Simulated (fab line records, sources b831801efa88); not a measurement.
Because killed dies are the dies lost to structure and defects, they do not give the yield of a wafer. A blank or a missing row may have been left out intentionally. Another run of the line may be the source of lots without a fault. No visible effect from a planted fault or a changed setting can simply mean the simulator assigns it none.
Which tool did it? / flow sfqLine / 15 lots with 45 wafers sampled at 3 steps, on a route of 325 steps

## WHAT THE GAUGES READ, wafer by wafer
SFQ_I4_BOW_MEAS_927. Usual: I4_BOW 2 um, standard deviation 9.9.
lot=L671; measured=day 36 06:55; on=filmMetro-04; I4_BOW (um)=15 9 17; flag=
lot=L676; measured=day 37 12:55; on=filmMetro-02; I4_BOW (um)=12 24 21; flag=
lot=L677; measured=day 37 15:54; on=filmMetro-04; I4_BOW (um)=0 1 -4; flag=
lot=L678; measured=day 37 20:37; on=filmMetro-04; I4_BOW (um)=10 16 7; flag=
lot=L679; measured=day 38 00:54; on=filmMetro-01; I4_BOW (um)=-8 1 4; flag=
lot=L681; measured=day 38 14:35; on=filmMetro-04; I4_BOW (um)=16 5 12; flag=
lot=L683; measured=day 39 03:55; on=filmMetro-04; I4_BOW (um)=3 -9 2; flag=
lot=L684; measured=day 39 12:35; on=filmMetro-02; I4_BOW (um)=7 -18 -13; flag=
lot=L685; measured=day 39 15:54; on=filmMetro-04; I4_BOW (um)=-7 -7 3; flag=
lot=L686; measured=day 39 21:55; on=filmMetro-02; I4_BOW (um)=-9 -11 -2; flag=
lot=L688; measured=day 40 12:35; on=filmMetro-04; I4_BOW (um)=-12 5 8; flag=
lot=L689; measured=day 41 00:54; on=filmMetro-01; I4_BOW (um)=0 10 5; flag=
lot=L690; measured=day 41 09:36; on=filmMetro-01; I4_BOW (um)=16 27 25; flag=
lot=L691; measured=day 41 15:49; on=filmMetro-04; I4_BOW (um)=5 -5 -7; flag=
lot=L692; measured=day 41 18:52; on=filmMetro-02; I4_BOW (um)=16 4 17; flag=

## WHICH TOOL RAN EACH LOT (tool, then ch and the chambers of the sampled wafers, then the start)
lot=L671; SFQ_TRILAYER_I2_VIA_STRIP_STRIP_071=rieMetal-01 ch 0,1, day 23 12:50; SFQ_TRILAYER_I3_VIA_ETCH_VIA_ETCH_088=rieDiel-02 ch 0,2,3, day 32 05:23
lot=L676; SFQ_TRILAYER_I2_VIA_STRIP_STRIP_071=rieMetal-02 ch 0,1, day 24 19:57; SFQ_TRILAYER_I3_VIA_ETCH_VIA_ETCH_088=rieDiel-03 ch 1,2,3, day 33 06:35
lot=L677; SFQ_TRILAYER_I2_VIA_STRIP_STRIP_071=rieMetal-03 ch 0,1, day 25 09:54; SFQ_TRILAYER_I3_VIA_ETCH_VIA_ETCH_088=rieDiel-03 ch 1,2, day 33 10:11
lot=L678; SFQ_TRILAYER_I2_VIA_STRIP_STRIP_071=rieMetal-01 ch 0,1, day 25 22:06; SFQ_TRILAYER_I3_VIA_ETCH_VIA_ETCH_088=rieDiel-02 ch 1,3, day 33 16:11
lot=L679; SFQ_TRILAYER_I2_VIA_STRIP_STRIP_071=rieMetal-01 ch 0, day 26 19:24; SFQ_TRILAYER_I3_VIA_ETCH_VIA_ETCH_088=rieDiel-04 ch 1,3, day 34 04:11
lot=L681; SFQ_TRILAYER_I2_VIA_STRIP_STRIP_071=rieMetal-01 ch 0,1, day 27 18:12; SFQ_TRILAYER_I3_VIA_ETCH_VIA_ETCH_088=rieDiel-04 ch 0,3, day 34 19:35
lot=L683; SFQ_TRILAYER_I2_VIA_STRIP_STRIP_071=rieMetal-01 ch 0,1, day 28 17:25; SFQ_TRILAYER_I3_VIA_ETCH_VIA_ETCH_088=rieDiel-03 ch 0,1, day 35 12:11
lot=L684; SFQ_TRILAYER_I2_VIA_STRIP_STRIP_071=rieMetal-03 ch 0,1, day 29 01:49; SFQ_TRILAYER_I3_VIA_ETCH_VIA_ETCH_088=rieDiel-02 ch 1,2,3, day 35 20:08
lot=L685; SFQ_TRILAYER_I2_VIA_STRIP_STRIP_071=rieMetal-03 ch 0, day 29 09:01; SFQ_TRILAYER_I3_VIA_ETCH_VIA_ETCH_088=rieDiel-04 ch 0,1, day 35 21:20
lot=L686; SFQ_TRILAYER_I2_VIA_STRIP_STRIP_071=rieMetal-01 ch 0,1, day 29 22:13; SFQ_TRILAYER_I3_VIA_ETCH_VIA_ETCH_088=rieDiel-03 ch 1,2,3, day 36 03:26
lot=L688; SFQ_TRILAYER_I2_VIA_STRIP_STRIP_071=rieMetal-02 ch 0,1, day 30 06:37; SFQ_TRILAYER_I3_VIA_ETCH_VIA_ETCH_088=rieDiel-03 ch 0,1,3, day 36 19:05
lot=L689; SFQ_TRILAYER_I2_VIA_STRIP_STRIP_071=rieMetal-02 ch 0,1, day 30 22:13; SFQ_TRILAYER_I3_VIA_ETCH_VIA_ETCH_088=rieDiel-04 ch 0,2, day 37 07:05
lot=L690; SFQ_TRILAYER_I2_VIA_STRIP_STRIP_071=rieMetal-02 ch 1, day 31 01:49; SFQ_TRILAYER_I3_VIA_ETCH_VIA_ETCH_088=rieDiel-02 ch 0,3, day 37 13:05
lot=L691; SFQ_TRILAYER_I2_VIA_STRIP_STRIP_071=rieMetal-01 ch 0,1, day 31 10:13; SFQ_TRILAYER_I3_VIA_ETCH_VIA_ETCH_088=rieDiel-03 ch 1,2, day 37 16:41
lot=L692; SFQ_TRILAYER_I2_VIA_STRIP_STRIP_071=rieMetal-01 ch 0,1, day 31 22:25; SFQ_TRILAYER_I3_VIA_ETCH_VIA_ETCH_088=rieDiel-02 ch 1,2,3, day 37 19:05
- SFQ_TRILAYER_I2_VIA_STRIP_STRIP_071: strips in O2.
- SFQ_TRILAYER_I3_VIA_ETCH_VIA_ETCH_088: etches SiO2 in CHF3, stops on Nb, target depth 260 nm.

## AS READ BY THE TOOLS THEMSELVES (means over the sampled wafers that have a number; for cases with no such wafer, the mark the record gives instead)
SFQ_TRILAYER_I2_VIA_STRIP_STRIP_071. Usual: drypumpMotorCurrentA 5.6 A, standard deviation 0.48; oesProductAu 1.002 a.u., standard deviation 0.0082.
lot=L671; tool=rieMetal-01; drypumpMotorCurrentA (A)=5.3; oesProductAu (a.u.)=1.004; flag=
lot=L676; tool=rieMetal-02; drypumpMotorCurrentA (A)=5.9; oesProductAu (a.u.)=1.002; flag=
lot=L677; tool=rieMetal-03; drypumpMotorCurrentA (A)=5.2; oesProductAu (a.u.)=1.004; flag=
lot=L678; tool=rieMetal-01; drypumpMotorCurrentA (A)=5.3; oesProductAu (a.u.)=1.001; flag=
lot=L679; tool=rieMetal-01; drypumpMotorCurrentA (A)=5.0; oesProductAu (a.u.)=0.996; flag=
lot=L681; tool=rieMetal-01; drypumpMotorCurrentA (A)=5.6; oesProductAu (a.u.)=1.003; flag=
lot=L683; tool=rieMetal-01; drypumpMotorCurrentA (A)=5.6; oesProductAu (a.u.)=0.993; flag=
lot=L684; tool=rieMetal-03; drypumpMotorCurrentA (A)=5.2; oesProductAu (a.u.)=1.014; flag=
lot=L685; tool=rieMetal-03; drypumpMotorCurrentA (A)=5.1; oesProductAu (a.u.)=1.008; flag=
lot=L686; tool=rieMetal-01; drypumpMotorCurrentA (A)=5.6; oesProductAu (a.u.)=1.004; flag=
lot=L688; tool=rieMetal-02; drypumpMotorCurrentA (A)=5.9; oesProductAu (a.u.)=1.002; flag=
lot=L689; tool=rieMetal-02; drypumpMotorCurrentA (A)=6.1; oesProductAu (a.u.)=1.004; flag=
lot=L690; tool=rieMetal-02; drypumpMotorCurrentA (A)=5.6; oesProductAu (a.u.)=0.998; flag=
lot=L691; tool=rieMetal-01; drypumpMotorCurrentA (A)=5.6; oesProductAu (a.u.)=1.002; flag=
lot=L692; tool=rieMetal-01; drypumpMotorCurrentA (A)=5.5; oesProductAu (a.u.)=0.997; flag=

SFQ_TRILAYER_I3_VIA_ETCH_VIA_ETCH_088. Usual: biasW 80.03 W, standard deviation 0.25; drypumpMotorCurrentA 5.84 A, standard deviation 0.28; oesProductAu 0.855 a.u., standard deviation 0.0053.
lot=L671; tool=rieDiel-02; biasW (W)=80.06; drypumpMotorCurrentA (A)=5.97; oesProductAu (a.u.)=0.861; flag=
lot=L676; tool=rieDiel-03; biasW (W)=80.05; drypumpMotorCurrentA (A)=5.76; oesProductAu (a.u.)=0.852; flag=
lot=L677; tool=rieDiel-03; biasW (W)=80.16; drypumpMotorCurrentA (A)=5.99; oesProductAu (a.u.)=0.858; flag=
lot=L678; tool=rieDiel-02; biasW (W)=79.95; drypumpMotorCurrentA (A)=5.91; oesProductAu (a.u.)=0.850; flag=
lot=L679; tool=rieDiel-04; biasW (W)=80.33; drypumpMotorCurrentA (A)=5.80; oesProductAu (a.u.)=0.861; flag=
lot=L681; tool=rieDiel-04; biasW (W)=80.02; drypumpMotorCurrentA (A)=5.76; oesProductAu (a.u.)=0.853; flag=
lot=L683; tool=rieDiel-03; biasW (W)=80.33; drypumpMotorCurrentA (A)=6.07; oesProductAu (a.u.)=0.854; flag=
lot=L684; tool=rieDiel-02; biasW (W)=80.06; drypumpMotorCurrentA (A)=6.00; oesProductAu (a.u.)=0.854; flag=
lot=L685; tool=rieDiel-04; biasW (W)=80.00; drypumpMotorCurrentA (A)=5.74; oesProductAu (a.u.)=0.852; flag=
lot=L686; tool=rieDiel-03; biasW (W)=79.82; drypumpMotorCurrentA (A)=5.76; oesProductAu (a.u.)=0.853; flag=
lot=L688; tool=rieDiel-03; biasW (W)=79.97; drypumpMotorCurrentA (A)=5.74; oesProductAu (a.u.)=0.855; flag=
lot=L689; tool=rieDiel-04; biasW (W)=80.14; drypumpMotorCurrentA (A)=5.76; oesProductAu (a.u.)=0.857; flag=
lot=L690; tool=rieDiel-02; biasW (W)=80.30; drypumpMotorCurrentA (A)=5.87; oesProductAu (a.u.)=0.856; flag=
lot=L691; tool=rieDiel-03; biasW (W)=80.06; drypumpMotorCurrentA (A)=5.98; oesProductAu (a.u.)=0.852; flag=
lot=L692; tool=rieDiel-02; biasW (W)=80.11; drypumpMotorCurrentA (A)=6.01; oesProductAu (a.u.)=0.853; flag=

## THE ANSWER, worked out from the rows above alone
Rule: a lot is off if the mean of its wafers that have a number lies more than 3 standard deviations from the usual mean. Also off: a lot with no number at a reading for which 4 or more lots have one. All remaining lots with rows at the step are treated as sound. Order of review: gauges by route order, followed by the tools' own readings, for which a lot's mean as printed above is used. At the first step where some lot is off, the reading lying furthest off is the one used; lots without a number count as furthest.
Across all readings shown, no lot is off: no conclusion can be drawn from this.

## WHAT THE SIMULATOR PUT IN
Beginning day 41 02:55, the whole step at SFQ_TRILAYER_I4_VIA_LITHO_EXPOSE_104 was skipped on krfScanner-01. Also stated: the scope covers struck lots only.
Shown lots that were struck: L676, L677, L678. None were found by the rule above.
